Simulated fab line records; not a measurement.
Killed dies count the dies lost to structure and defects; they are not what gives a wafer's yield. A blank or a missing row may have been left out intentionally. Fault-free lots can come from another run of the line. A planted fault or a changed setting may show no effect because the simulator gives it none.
fab line records :: flow sky130
record
  lots=13
  wafers=39
  last-day=50
route steps=708 shown NWELL@79 SD_N@355 LOCAL_INTERCONNECT@401 CONTACT@411 PAD_OPEN@708
lots with no fault: from the same line, run without faults
start-h: hours from the record's first day to the start of the lot's first wafer shown :: wait-h: hours elapsed since this lot's preceding step :: " repeats the value in the row above :: L1.1+2: one row covering several wafers at once :: - no value, or no start was given :: * or withheld: withheld :: < > ~ a bound
route shown NAME@n: names a module that has steps shown in the file, with the first one's number in the route :: usual: mean and standard deviation over wafers with no fault :: same: alike in all rows :: chamber/n: place in a boat :: sites: per-site readings :: _std_site: the values' standard deviation :: _edge_site: inner sites' mean taken away from outer sites' mean :: radius-mm: for every site, how far away it sits from the centre of the wafer :: mask NAME#n: copy n :: behind: tool/chamber where the wafer was last shaped :: hold: why the lot was held/for how many hours/how that ended :: device: transistor that didn't switch, given as n, p or np :: end of line: the same wafers' tests at the end of the route :: a step without rows: its recipe alone :: killed: at the first sort, the dies lost to defects and structure; wafer yield is something else :: map: a wafer's dies, x killed, . not, _ none there
set.NAME: the setting that was run; set.NAME@STEP: the one run at that earlier step :: model.NAME: the simulator's own value behind a step, which no gauge read
the route's steps for a sample of lots (tables are steps, rows are wafers)
services: when a tool's chamber went out of use (start-h, in hours from the record's first day, below 0 if earlier), for how many hours, and the reason
## steps
# step SKY_NWELL_TW_MEAS_26
# usual
  NWELL_2_TW=490/3.9
lot.wafer: L741.2
tool: film-metro-04
chamber: -
start-h: 106.36
wait-h: 0.1
NWELL_2_TW: 497

lot.wafer: L741.3
tool: film-metro-04
chamber: -
start-h: 106.36
wait-h: 0.1
NWELL_2_TW: 495

lot.wafer: L741.4
tool: film-metro-04
chamber: -
start-h: 106.36
wait-h: 0.1
NWELL_2_TW: 494

lot.wafer: L742.2
tool: film-metro-02
chamber: -
start-h: 110.94
wait-h: 0.1
NWELL_2_TW: 491

lot.wafer: L742.3
tool: film-metro-02
chamber: -
start-h: 110.94
wait-h: 0.1
NWELL_2_TW: 491

lot.wafer: L742.4
tool: film-metro-02
chamber: -
start-h: 110.94
wait-h: 0.1
NWELL_2_TW: 489

lot.wafer: L750.1
tool: film-metro-01
chamber: -
start-h: 157.52
wait-h: 0.1
NWELL_2_TW: 488

lot.wafer: L750.2
tool: film-metro-01
chamber: -
start-h: 157.52
wait-h: 0.1
NWELL_2_TW: 490

lot.wafer: L750.5
tool: film-metro-01
chamber: -
start-h: 157.52
wait-h: 0.1
NWELL_2_TW: 492

lot.wafer: L754.2
tool: film-metro-02
chamber: -
start-h: 185.41
wait-h: 0.1
NWELL_2_TW: 486

lot.wafer: L754.4
tool: film-metro-02
chamber: -
start-h: 185.41
wait-h: 0.1
NWELL_2_TW: 487

lot.wafer: L754.6
tool: film-metro-02
chamber: -
start-h: 185.41
wait-h: 0.1
NWELL_2_TW: 483

lot.wafer: L756.1
tool: film-metro-01
chamber: -
start-h: 196.88
wait-h: 0.1
NWELL_2_TW: 491

lot.wafer: L756.3
tool: film-metro-01
chamber: -
start-h: 196.88
wait-h: 0.1
NWELL_2_TW: 491

lot.wafer: L756.6
tool: film-metro-01
chamber: -
start-h: 196.88
wait-h: 0.1
NWELL_2_TW: 494

lot.wafer: L757.4
tool: film-metro-02
chamber: -
start-h: 202.90
wait-h: 0.1
NWELL_2_TW: 487

lot.wafer: L757.5
tool: film-metro-02
chamber: -
start-h: 202.90
wait-h: 0.1
NWELL_2_TW: 486

lot.wafer: L757.6
tool: film-metro-02
chamber: -
start-h: 202.90
wait-h: 0.1
NWELL_2_TW: 489

lot.wafer: L758.3
tool: film-metro-02
chamber: -
start-h: 209.54
wait-h: 0.1
NWELL_2_TW: 486

lot.wafer: L758.4
tool: film-metro-02
chamber: -
start-h: 209.54
wait-h: 0.1
NWELL_2_TW: 486

lot.wafer: L758.5
tool: film-metro-02
chamber: -
start-h: 209.54
wait-h: 0.1
NWELL_2_TW: 485

lot.wafer: L759.1
tool: film-metro-04
chamber: -
start-h: 211.20
wait-h: 0.1
NWELL_2_TW: 496

lot.wafer: L759.4
tool: film-metro-04
chamber: -
start-h: 211.20
wait-h: 0.1
NWELL_2_TW: 495

lot.wafer: L759.5
tool: film-metro-04
chamber: -
start-h: 211.20
wait-h: 0.1
NWELL_2_TW: 495

lot.wafer: L760.3
tool: film-metro-01
chamber: -
start-h: 221.62
wait-h: 0.1
NWELL_2_TW: 490

lot.wafer: L760.4
tool: film-metro-01
chamber: -
start-h: 221.62
wait-h: 0.1
NWELL_2_TW: 493

lot.wafer: L760.5
tool: film-metro-01
chamber: -
start-h: 221.62
wait-h: 0.1
NWELL_2_TW: 492

lot.wafer: L761.3
tool: film-metro-02
chamber: -
start-h: 226.89
wait-h: 0.1
NWELL_2_TW: 489

lot.wafer: L761.4
tool: film-metro-02
chamber: -
start-h: 226.89
wait-h: 0.1
NWELL_2_TW: 491

lot.wafer: L761.6
tool: film-metro-02
chamber: -
start-h: 226.89
wait-h: 0.1
NWELL_2_TW: 493

lot.wafer: L762.1
tool: film-metro-01
chamber: -
start-h: 232.17
wait-h: 0.1
NWELL_2_TW: 489

lot.wafer: L762.5
tool: film-metro-01
chamber: -
start-h: 232.17
wait-h: 0.1
NWELL_2_TW: 491

lot.wafer: L762.6
tool: film-metro-01
chamber: -
start-h: 232.17
wait-h: 0.1
NWELL_2_TW: 491

lot.wafer: L763.2
tool: film-metro-01
chamber: -
start-h: 240.84
wait-h: 0.1
NWELL_2_TW: 488

lot.wafer: L763.3
tool: film-metro-01
chamber: -
start-h: 240.84
wait-h: 0.1
NWELL_2_TW: 489

lot.wafer: L763.5
tool: film-metro-01
chamber: -
start-h: 240.84
wait-h: 0.1
NWELL_2_TW: 487

lot.wafer: L764.1
tool: film-metro-02
chamber: -
start-h: 249.02
wait-h: 0.1
NWELL_2_TW: 488

lot.wafer: L764.5
tool: film-metro-02
chamber: -
start-h: 249.02
wait-h: 0.1
NWELL_2_TW: 486

lot.wafer: L764.6
tool: film-metro-02
chamber: -
start-h: 249.02
wait-h: 0.1
NWELL_2_TW: 486
# step SKY_SD_N_CLEAN_13
# recipe
  chemistry=SC1/SC2
  mix=1:4:20
  temp-c=70
  time-s=150
  dry=n2-spin
# usual
  bath-heat-duty-pct=13.3/1.3
  run-length-s=180/3.9
lot.wafer: L741.2
tool: wet-bench-02
chamber: 1
start-h: 657.05
wait-h: 0.0
bath-heat-duty-pct: 15.9
run-length-s: 182

lot.wafer: L741.3
tool: wet-bench-02
chamber: 1
start-h: 657.05
wait-h: 0.0
bath-heat-duty-pct: 13.6
run-length-s: 182

lot.wafer: L741.4
tool: wet-bench-02
chamber: 1
start-h: 657.05
wait-h: 0.0
bath-heat-duty-pct: 13.6
run-length-s: 182

lot.wafer: L742.2
tool: wet-bench-01
chamber: 0
start-h: 658.25
wait-h: 0.0
bath-heat-duty-pct: 13.5
run-length-s: 175

lot.wafer: L742.3
tool: wet-bench-01
chamber: 0
start-h: 658.25
wait-h: 0.0
bath-heat-duty-pct: 12.8
run-length-s: 175

lot.wafer: L742.4
tool: wet-bench-01
chamber: 0
start-h: 658.25
wait-h: 0.0
bath-heat-duty-pct: 12.4
run-length-s: 175

lot.wafer: L750.1
tool: wet-bench-04
chamber: 3
start-h: 735.46
wait-h: 0.1
bath-heat-duty-pct: 12.8
run-length-s: 74

lot.wafer: L750.2
tool: wet-bench-04
chamber: 3
start-h: 735.46
wait-h: 0.1
bath-heat-duty-pct: 13.5
run-length-s: 74

lot.wafer: L750.5
tool: wet-bench-04
chamber: 3
start-h: 735.46
wait-h: 0.1
bath-heat-duty-pct: 12.4
run-length-s: 74

lot.wafer: L754.2
tool: wet-bench-02
chamber: 2
start-h: 782.00
wait-h: 0.0
bath-heat-duty-pct: 11.6
run-length-s: 184

lot.wafer: L754.4
tool: wet-bench-02
chamber: 2
start-h: 782.00
wait-h: 0.0
bath-heat-duty-pct: 13.9
run-length-s: 184

lot.wafer: L754.6
tool: wet-bench-02
chamber: 2
start-h: 782.00
wait-h: 0.0
bath-heat-duty-pct: 12.9
run-length-s: 184

lot.wafer: L756.1
tool: wet-bench-02
chamber: 2
start-h: 782.68
wait-h: 0.1
bath-heat-duty-pct: 12.2
run-length-s: 185

lot.wafer: L756.3
tool: wet-bench-02
chamber: 2
start-h: 782.68
wait-h: 0.1
bath-heat-duty-pct: 13.8
run-length-s: 185

lot.wafer: L756.6
tool: wet-bench-02
chamber: 2
start-h: 782.68
wait-h: 0.1
bath-heat-duty-pct: 11.7
run-length-s: 185

lot.wafer: L757.4
tool: wet-bench-02
chamber: 0
start-h: 783.58
wait-h: 0.0
bath-heat-duty-pct: 10.4
run-length-s: 183

lot.wafer: L757.5
tool: wet-bench-02
chamber: 0
start-h: 783.58
wait-h: 0.0
bath-heat-duty-pct: 10.4
run-length-s: 183

lot.wafer: L757.6
tool: wet-bench-02
chamber: 0
start-h: 783.58
wait-h: 0.0
bath-heat-duty-pct: 11.8
run-length-s: 183

lot.wafer: L758.3
tool: wet-bench-01
chamber: 2
start-h: 789.78
wait-h: 0.0
bath-heat-duty-pct: 14.9
run-length-s: 185

lot.wafer: L758.4
tool: wet-bench-01
chamber: 2
start-h: 789.78
wait-h: 0.0
bath-heat-duty-pct: 15.5
run-length-s: 185

lot.wafer: L758.5
tool: wet-bench-01
chamber: 2
start-h: 789.78
wait-h: 0.0
bath-heat-duty-pct: 14.2
run-length-s: 185

lot.wafer: L759.1
tool: wet-bench-04
chamber: 3
start-h: 793.08
wait-h: 0.1
bath-heat-duty-pct: 13.5
run-length-s: 175

lot.wafer: L759.4
tool: wet-bench-04
chamber: 3
start-h: 793.08
wait-h: 0.1
bath-heat-duty-pct: 13.0
run-length-s: 175

lot.wafer: L759.5
tool: wet-bench-04
chamber: 3
start-h: 793.08
wait-h: 0.1
bath-heat-duty-pct: 13.1
run-length-s: 175

lot.wafer: L760.3
tool: wet-bench-01
chamber: 2
start-h: 805.38
wait-h: 0.0
bath-heat-duty-pct: 15.5
run-length-s: 184

lot.wafer: L760.4
tool: wet-bench-01
chamber: 2
start-h: 805.38
wait-h: 0.0
bath-heat-duty-pct: 14.5
run-length-s: 184

lot.wafer: L760.5
tool: wet-bench-01
chamber: 2
start-h: 805.38
wait-h: 0.0
bath-heat-duty-pct: 15.0
run-length-s: 184

lot.wafer: L761.3
tool: wet-bench-04
chamber: 0
start-h: 810.08
wait-h: 0.0
bath-heat-duty-pct: 13.1
run-length-s: 175

lot.wafer: L761.4
tool: wet-bench-04
chamber: 0
start-h: 810.08
wait-h: 0.0
bath-heat-duty-pct: 12.9
run-length-s: 175

lot.wafer: L761.6
tool: wet-bench-04
chamber: 0
start-h: 810.08
wait-h: 0.0
bath-heat-duty-pct: 12.3
run-length-s: 175

lot.wafer: L762.1
tool: wet-bench-02
chamber: 0
start-h: 815.68
wait-h: 0.1
bath-heat-duty-pct: 10.4
run-length-s: 183

lot.wafer: L762.5
tool: wet-bench-02
chamber: 0
start-h: 815.68
wait-h: 0.1
bath-heat-duty-pct: 10.6
run-length-s: 183

lot.wafer: L762.6
tool: wet-bench-02
chamber: 0
start-h: 815.68
wait-h: 0.1
bath-heat-duty-pct: 11.1
run-length-s: 183

lot.wafer: L763.2
tool: wet-bench-04
chamber: 2
start-h: 825.17
wait-h: 0.0
bath-heat-duty-pct: 12.6
run-length-s: 177

lot.wafer: L763.3
tool: wet-bench-04
chamber: 2
start-h: 825.17
wait-h: 0.0
bath-heat-duty-pct: 12.0
run-length-s: 177

lot.wafer: L763.5
tool: wet-bench-04
chamber: 2
start-h: 825.17
wait-h: 0.0
bath-heat-duty-pct: 11.6
run-length-s: 177

lot.wafer: L764.1
tool: wet-bench-02
chamber: 2
start-h: 829.50
wait-h: 0.1
bath-heat-duty-pct: 12.5
run-length-s: 186

lot.wafer: L764.5
tool: wet-bench-02
chamber: 2
start-h: 829.50
wait-h: 0.1
bath-heat-duty-pct: 12.8
run-length-s: 186

lot.wafer: L764.6
tool: wet-bench-02
chamber: 2
start-h: 829.50
wait-h: 0.1
bath-heat-duty-pct: 12.8
run-length-s: 186
# step SKY_LOCAL_INTERCONNECT_METAL_ETCH_14
# recipe
  target-depth-nm=110
  stop-on=PSG
  chemistry=Cl2/BCl3
  target=TiN
  resist-sidewall-deg=88
  pressure-mtorr=10
  icp-w=900
  bias-w=48.5
  Cl2_flow_sccm=60
  bcl3-flow-sccm=30
  time-s=31.4
# usual
  drypump-motor-current-A=5.7/0.51
  oes-product-au=0.941/0.0068
  throttle-valve-pct=21.901/0.009
lot.wafer: L741.2
tool: rie-metal-01
chamber: 0
start-h: 716.16
wait-h: 0.0
drypump-motor-current-A: 6.0
oes-product-au: 0.941
rf-hours-counter-h: 13
throttle-valve-pct: 21.898

lot.wafer: L741.3
tool: rie-metal-01
chamber: 0
start-h: 716.16
wait-h: 0.0
drypump-motor-current-A: 6.0
oes-product-au: 0.930
rf-hours-counter-h: -
throttle-valve-pct: 21.905

lot.wafer: L741.4
tool: rie-metal-01
chamber: 1
start-h: 716.16
wait-h: 0.0
drypump-motor-current-A: 5.0
oes-product-au: 0.939
rf-hours-counter-h: -
throttle-valve-pct: 21.921

lot.wafer: L742.2
tool: rie-metal-02
chamber: 1
start-h: 717.55
wait-h: 0.0
drypump-motor-current-A: 5.9
oes-product-au: 0.939
rf-hours-counter-h: 12
throttle-valve-pct: 21.901

lot.wafer: L742.3
tool: rie-metal-02
chamber: 0
start-h: 717.55
wait-h: 0.0
drypump-motor-current-A: 5.0
oes-product-au: 0.940
rf-hours-counter-h: -
throttle-valve-pct: 21.892

lot.wafer: L742.4
tool: rie-metal-02
chamber: 1
start-h: 717.55
wait-h: 0.0
drypump-motor-current-A: 6.0
oes-product-au: 0.943
rf-hours-counter-h: -
throttle-valve-pct: 21.891

lot.wafer: L750.1
tool: rie-metal-02
chamber: 1
start-h: 791.65
wait-h: 0.1
drypump-motor-current-A: 5.9
oes-product-au: 0.941
rf-hours-counter-h: 15
throttle-valve-pct: 21.883

lot.wafer: L750.2
tool: rie-metal-02
chamber: 1
start-h: 791.65
wait-h: 0.1
drypump-motor-current-A: 5.9
oes-product-au: 0.941
rf-hours-counter-h: -
throttle-valve-pct: 21.905

lot.wafer: L750.5
tool: rie-metal-02
chamber: 1
start-h: 791.65
wait-h: 0.1
drypump-motor-current-A: 5.9
oes-product-au: 0.942
rf-hours-counter-h: -
throttle-valve-pct: 21.886

lot.wafer: L754.2
tool: rie-metal-02
chamber: 0
start-h: 838.18
wait-h: 0.0
drypump-motor-current-A: 5.0
oes-product-au: 0.943
rf-hours-counter-h: 2
throttle-valve-pct: 21.888

lot.wafer: L754.4
tool: rie-metal-02
chamber: 1
start-h: 838.18
wait-h: 0.0
drypump-motor-current-A: 6.0
oes-product-au: 0.940
rf-hours-counter-h: -
throttle-valve-pct: 21.904

lot.wafer: L754.6
tool: rie-metal-02
chamber: 0
start-h: 838.18
wait-h: 0.0
drypump-motor-current-A: 5.0
oes-product-au: 0.948
rf-hours-counter-h: -
throttle-valve-pct: 21.896

lot.wafer: L756.1
tool: rie-metal-01
chamber: 1
start-h: 839.21
wait-h: 0.0
drypump-motor-current-A: 5.0
oes-product-au: 0.936
rf-hours-counter-h: 16
throttle-valve-pct: 21.904

lot.wafer: L756.3
tool: rie-metal-01
chamber: 0
start-h: 839.21
wait-h: 0.0
drypump-motor-current-A: 6.0
oes-product-au: 0.945
rf-hours-counter-h: -
throttle-valve-pct: 21.890

lot.wafer: L756.6
tool: rie-metal-01
chamber: 1
start-h: 839.21
wait-h: 0.0
drypump-motor-current-A: 5.0
oes-product-au: 0.946
rf-hours-counter-h: -
throttle-valve-pct: 21.899

lot.wafer: L757.4
tool: rie-metal-04
chamber: 0
start-h: 839.35
wait-h: 0.0
drypump-motor-current-A: 5.7
oes-product-au: 0.948
rf-hours-counter-h: -
throttle-valve-pct: 21.905

lot.wafer: L757.5
tool: rie-metal-04
chamber: 1
start-h: 839.35
wait-h: 0.0
drypump-motor-current-A: 6.4
oes-product-au: 0.948
rf-hours-counter-h: -
throttle-valve-pct: 21.892

lot.wafer: L757.6
tool: rie-metal-04
chamber: 0
start-h: 839.35
wait-h: 0.0
drypump-motor-current-A: 5.7
oes-product-au: 0.940
rf-hours-counter-h: -
throttle-valve-pct: 21.899

lot.wafer: L758.3
tool: rie-metal-02
chamber: 0
start-h: 846.07
wait-h: 0.0
drypump-motor-current-A: 5.0
oes-product-au: 0.945
rf-hours-counter-h: -
throttle-valve-pct: 21.899

lot.wafer: L758.4
tool: rie-metal-02
chamber: 1
start-h: 846.07
wait-h: 0.0
drypump-motor-current-A: 5.9
oes-product-au: 0.939
rf-hours-counter-h: -
throttle-valve-pct: 21.889

lot.wafer: L758.5
tool: rie-metal-02
chamber: 0
start-h: 846.07
wait-h: 0.0
drypump-motor-current-A: 5.0
oes-product-au: 0.938
rf-hours-counter-h: -
throttle-valve-pct: 21.890

lot.wafer: L759.1
tool: rie-metal-02
chamber: 0
start-h: 848.59
wait-h: 0.0
drypump-motor-current-A: 5.0
oes-product-au: 0.937
rf-hours-counter-h: 3
throttle-valve-pct: 21.896

lot.wafer: L759.4
tool: rie-metal-02
chamber: 1
start-h: 848.59
wait-h: 0.0
drypump-motor-current-A: 5.9
oes-product-au: 0.929
rf-hours-counter-h: -
throttle-valve-pct: 21.917

lot.wafer: L759.5
tool: rie-metal-02
chamber: 0
start-h: 848.59
wait-h: 0.0
drypump-motor-current-A: 5.0
oes-product-au: 0.931
rf-hours-counter-h: -
throttle-valve-pct: 21.904

lot.wafer: L760.3
tool: rie-metal-01
chamber: 0
start-h: 861.00
wait-h: 0.0
drypump-motor-current-A: 6.0
oes-product-au: 0.953
rf-hours-counter-h: -
throttle-valve-pct: 21.908

lot.wafer: L760.4
tool: rie-metal-01
chamber: 1
start-h: 861.00
wait-h: 0.0
drypump-motor-current-A: 5.0
oes-product-au: 0.944
rf-hours-counter-h: -
throttle-valve-pct: 21.906

lot.wafer: L760.5
tool: rie-metal-01
chamber: 1
start-h: 861.00
wait-h: 0.0
drypump-motor-current-A: 5.0
oes-product-au: 0.940
rf-hours-counter-h: -
throttle-valve-pct: 21.904

lot.wafer: L761.3
tool: rie-metal-04
chamber: 0
start-h: 864.67
wait-h: 0.0
drypump-motor-current-A: 5.8
oes-product-au: 0.948
rf-hours-counter-h: -
throttle-valve-pct: 21.896

lot.wafer: L761.4
tool: rie-metal-04
chamber: 1
start-h: 864.67
wait-h: 0.0
drypump-motor-current-A: 6.4
oes-product-au: 0.939
rf-hours-counter-h: -
throttle-valve-pct: 21.902

lot.wafer: L761.6
tool: rie-metal-04
chamber: 0
start-h: 864.67
wait-h: 0.0
drypump-motor-current-A: 5.8
oes-product-au: 0.939
rf-hours-counter-h: -
throttle-valve-pct: 21.903

lot.wafer: L762.1
tool: rie-metal-01
chamber: 0
start-h: 870.53
wait-h: 0.0
drypump-motor-current-A: 6.0
oes-product-au: 0.926
rf-hours-counter-h: 2
throttle-valve-pct: 21.918

lot.wafer: L762.5
tool: rie-metal-01
chamber: 1
start-h: 870.53
wait-h: 0.0
drypump-motor-current-A: 5.0
oes-product-au: 0.938
rf-hours-counter-h: -
throttle-valve-pct: 21.912

lot.wafer: L762.6
tool: rie-metal-01
chamber: 0
start-h: 870.53
wait-h: 0.0
drypump-motor-current-A: 6.0
oes-product-au: 0.934
rf-hours-counter-h: -
throttle-valve-pct: 21.909

lot.wafer: L763.2
tool: rie-metal-04
chamber: 0
start-h: 880.63
wait-h: 0.1
drypump-motor-current-A: 5.7
oes-product-au: 0.945
rf-hours-counter-h: 9
throttle-valve-pct: 21.899

lot.wafer: L763.3
tool: rie-metal-04
chamber: 0
start-h: 880.63
wait-h: 0.1
drypump-motor-current-A: 5.7
oes-product-au: 0.933
rf-hours-counter-h: -
throttle-valve-pct: 21.894

lot.wafer: L763.5
tool: rie-metal-04
chamber: 1
start-h: 880.63
wait-h: 0.1
drypump-motor-current-A: 6.4
oes-product-au: 0.947
rf-hours-counter-h: -
throttle-valve-pct: 21.901

lot.wafer: L764.1
tool: rie-metal-02
chamber: 1
start-h: 883.91
wait-h: 0.0
drypump-motor-current-A: 6.0
oes-product-au: 0.940
rf-hours-counter-h: 2
throttle-valve-pct: 21.909

lot.wafer: L764.5
tool: rie-metal-02
chamber: 1
start-h: 883.91
wait-h: 0.0
drypump-motor-current-A: 6.0
oes-product-au: 0.947
rf-hours-counter-h: -
throttle-valve-pct: 21.897

lot.wafer: L764.6
tool: rie-metal-02
chamber: 0
start-h: 883.91
wait-h: 0.0
drypump-motor-current-A: 5.0
oes-product-au: 0.941
rf-hours-counter-h: -
throttle-valve-pct: 21.905
# step SKY_CONTACT_BOW_MEAS_05
# recipe
  mode=bow
# usual
  CONTACT_BOW=81/6.1
lot.wafer: L741.2
tool: film-metro-03
chamber: -
start-h: 717.37
wait-h: 0.3
CONTACT_BOW[um]: 83

lot.wafer: L741.3
tool: film-metro-03
chamber: -
start-h: 717.37
wait-h: 0.3
CONTACT_BOW[um]: 90

lot.wafer: L741.4
tool: film-metro-03
chamber: -
start-h: 717.37
wait-h: 0.3
CONTACT_BOW[um]: 72

lot.wafer: L742.2
tool: film-metro-01
chamber: -
start-h: 718.76
wait-h: 0.2
CONTACT_BOW[um]: 84

lot.wafer: L742.3
tool: film-metro-01
chamber: -
start-h: 718.76
wait-h: 0.2
CONTACT_BOW[um]: 74

lot.wafer: L742.4
tool: film-metro-01
chamber: -
start-h: 718.76
wait-h: 0.2
CONTACT_BOW[um]: 75

lot.wafer: L750.1
tool: film-metro-01
chamber: -
start-h: 792.96
wait-h: 0.1
CONTACT_BOW[um]: 75

lot.wafer: L750.2
tool: film-metro-01
chamber: -
start-h: 792.96
wait-h: 0.1
CONTACT_BOW[um]: 83

lot.wafer: L750.5
tool: film-metro-01
chamber: -
start-h: 792.96
wait-h: 0.1
CONTACT_BOW[um]: 79

lot.wafer: L754.2
tool: film-metro-01
chamber: -
start-h: 839.40
wait-h: 0.2
CONTACT_BOW[um]: 80

lot.wafer: L754.4
tool: film-metro-01
chamber: -
start-h: 839.40
wait-h: 0.2
CONTACT_BOW[um]: 89

lot.wafer: L754.6
tool: film-metro-01
chamber: -
start-h: 839.40
wait-h: 0.2
CONTACT_BOW[um]: 80

lot.wafer: L756.1
tool: film-metro-01
chamber: -
start-h: 840.42
wait-h: 0.2
CONTACT_BOW[um]: 100

lot.wafer: L756.3
tool: film-metro-01
chamber: -
start-h: 840.42
wait-h: 0.2
CONTACT_BOW[um]: 75

lot.wafer: L756.6
tool: film-metro-01
chamber: -
start-h: 840.42
wait-h: 0.2
CONTACT_BOW[um]: 80

lot.wafer: L757.4
tool: film-metro-03
chamber: -
start-h: 840.62
wait-h: 0.3
CONTACT_BOW[um]: 85

lot.wafer: L757.5
tool: film-metro-03
chamber: -
start-h: 840.62
wait-h: 0.3
CONTACT_BOW[um]: 85

lot.wafer: L757.6
tool: film-metro-03
chamber: -
start-h: 840.62
wait-h: 0.3
CONTACT_BOW[um]: 78

lot.wafer: L758.3
tool: film-metro-04
chamber: -
start-h: 847.30
wait-h: 0.2
CONTACT_BOW[um]: 90

lot.wafer: L758.4
tool: film-metro-04
chamber: -
start-h: 847.30
wait-h: 0.2
CONTACT_BOW[um]: 80

lot.wafer: L758.5
tool: film-metro-04
chamber: -
start-h: 847.30
wait-h: 0.2
CONTACT_BOW[um]: 85

lot.wafer: L759.1
tool: film-metro-01
chamber: -
start-h: 849.79
wait-h: 0.1
CONTACT_BOW[um]: 82

lot.wafer: L759.4
tool: film-metro-01
chamber: -
start-h: 849.79
wait-h: 0.1
CONTACT_BOW[um]: 86

lot.wafer: L759.5
tool: film-metro-01
chamber: -
start-h: 849.79
wait-h: 0.1
CONTACT_BOW[um]: 83

lot.wafer: L760.3
tool: film-metro-03
chamber: -
start-h: 862.23
wait-h: 0.2
CONTACT_BOW[um]: 89

lot.wafer: L760.4
tool: film-metro-03
chamber: -
start-h: 862.23
wait-h: 0.2
CONTACT_BOW[um]: 84

lot.wafer: L760.5
tool: film-metro-03
chamber: -
start-h: 862.23
wait-h: 0.2
CONTACT_BOW[um]: 77

lot.wafer: L761.3
tool: film-metro-03
chamber: -
start-h: 865.91
wait-h: 0.2
CONTACT_BOW[um]: 73

lot.wafer: L761.4
tool: film-metro-03
chamber: -
start-h: 865.91
wait-h: 0.2
CONTACT_BOW[um]: 94

lot.wafer: L761.6
tool: film-metro-03
chamber: -
start-h: 865.91
wait-h: 0.2
CONTACT_BOW[um]: 85

lot.wafer: L762.1
tool: film-metro-04
chamber: -
start-h: 871.96
wait-h: 0.2
CONTACT_BOW[um]: 78

lot.wafer: L762.5
tool: film-metro-04
chamber: -
start-h: 871.96
wait-h: 0.2
CONTACT_BOW[um]: 88

lot.wafer: L762.6
tool: film-metro-04
chamber: -
start-h: 871.96
wait-h: 0.2
CONTACT_BOW[um]: 88

lot.wafer: L763.2
tool: film-metro-03
chamber: -
start-h: 881.87
wait-h: 0.3
CONTACT_BOW[um]: 84

lot.wafer: L763.3
tool: film-metro-03
chamber: -
start-h: 881.87
wait-h: 0.3
CONTACT_BOW[um]: 86

lot.wafer: L763.5
tool: film-metro-03
chamber: -
start-h: 881.87
wait-h: 0.3
CONTACT_BOW[um]: 84

lot.wafer: L764.1
tool: film-metro-01
chamber: -
start-h: 885.11
wait-h: 0.2
CONTACT_BOW[um]: 76

lot.wafer: L764.5
tool: film-metro-01
chamber: -
start-h: 885.11
wait-h: 0.2
CONTACT_BOW[um]: 88

lot.wafer: L764.6
tool: film-metro-01
chamber: -
start-h: 885.11
wait-h: 0.2
CONTACT_BOW[um]: 75
# step SKY_PAD_OPEN_PROBE_99
# usual
  killed_at_M0_to_M3=44/8.6
  killed_at_M4_up=3.4/1.9
  killed-at-contacts=23/5.7
  killed-at-front-end=15/4.5
  killed-at-other=0.4/0.62
  killed-dies=86/11
  killed-open=46/7.6
  killed-short=39/6.3
# same
  gross-dies=492
  killed-at-back-side=0
lot.wafer: L750.5
tool: prober-02
chamber: -
start-h: 1143.49
wait-h: 0.2
killed_at_M0_to_M3: 48
killed_at_M4_up: 6
killed-at-contacts: 17
killed-at-front-end: 18
killed-at-other: 0
killed-dies: 89
killed-open: 45
killed-short: 44
# killed by level:class
L750.5 VIA2:geometric-particle:open=9 VIA1:geometric-particle:open=8 VIA3:geometric-particle:open=7 FIELD_ISO:geometric-particle:short=6 LI_CONTACT:geometric-particle:open=5 METAL1:geometric-particle:short=5 METAL4:geometric-particle:short=4 CONTACT:geometric-particle:short=4
## services
tool: rie-metal-02
chamber: 0
start-h: 648.89
hours: 11.2
kind: repair

tool: rie-metal-04
chamber: -
start-h: 703.83
hours: 14.6
kind: pm

tool: wet-bench-02
chamber: -
start-h: 734.32
hours: 34.2
kind: pm

tool: rie-metal-02
chamber: -
start-h: 768.54
hours: 14.6
kind: pm

tool: rie-metal-02
chamber: 0
start-h: 786.22
hours: -
kind: clean

tool: rie-metal-02
chamber: 0
start-h: 786.22
hours: 18.3
kind: scheduled-down

tool: rie-metal-02
chamber: 0
start-h: 786.22
hours: 18.3
kind: vent-cycle

tool: rie-metal-04
chamber: 0
start-h: 793.06
hours: 2.5
kind: repair

tool: rie-metal-01
chamber: 0
start-h: 802.07
hours: -
kind: clean

tool: rie-metal-01
chamber: 0
start-h: 802.07
hours: 16.7
kind: scheduled-down

tool: rie-metal-01
chamber: 0
start-h: 802.07
hours: 16.7
kind: vent-cycle

tool: rie-metal-02
chamber: 1
start-h: 804.49
hours: -
kind: clean

tool: rie-metal-02
chamber: 1
start-h: 804.49
hours: 25.3
kind: scheduled-down

tool: rie-metal-02
chamber: 1
start-h: 804.49
hours: 25.3
kind: vent-cycle

tool: rie-metal-01
chamber: 1
start-h: 840.50
hours: -
kind: clean

tool: rie-metal-01
chamber: 1
start-h: 840.50
hours: 14.6
kind: scheduled-down

tool: rie-metal-01
chamber: 1
start-h: 840.50
hours: 14.6
kind: vent-cycle

tool: rie-metal-04
chamber: -
start-h: 850.53
hours: 2.8
kind: pm

tool: rie-metal-01
chamber: 0
start-h: 853.08
hours: 4.1
kind: repair
## key
first-sign
  step=SKY_SD_N_CLEAN_13
  reading=run-length-s
  direction=down
  sigmas=27
  usual=*
  struck=*
effect none on later readings
met-at SKY_SD_N_CLEAN_13
struck-lots L750
struck-wafers L750.1,L750.2,L750.5
tester-left-out L750
not-acting-at SKY_NWELL_TW_MEAS_26,SKY_LOCAL_INTERCONNECT_METAL_ETCH_14,SKY_CONTACT_BOW_MEAS_05
fault
  kind=process-parameter-drift
  tool=wet-bench-04
  chamber=3
  onset-h=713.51
  steps=SKY_SD_N_CLEAN_13
  channel=time-s
  offset=*
  shape=step
  end-h=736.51
  acts-in=*
  stated=*
# tester-left-out: of these lots the tester's yield and bins aren't shown, on N5 and GAA mostly nor the transistor test; their killed dies are dies lost to structure and defects alone, not to doping, threshold or leakage, so they don't give the yield
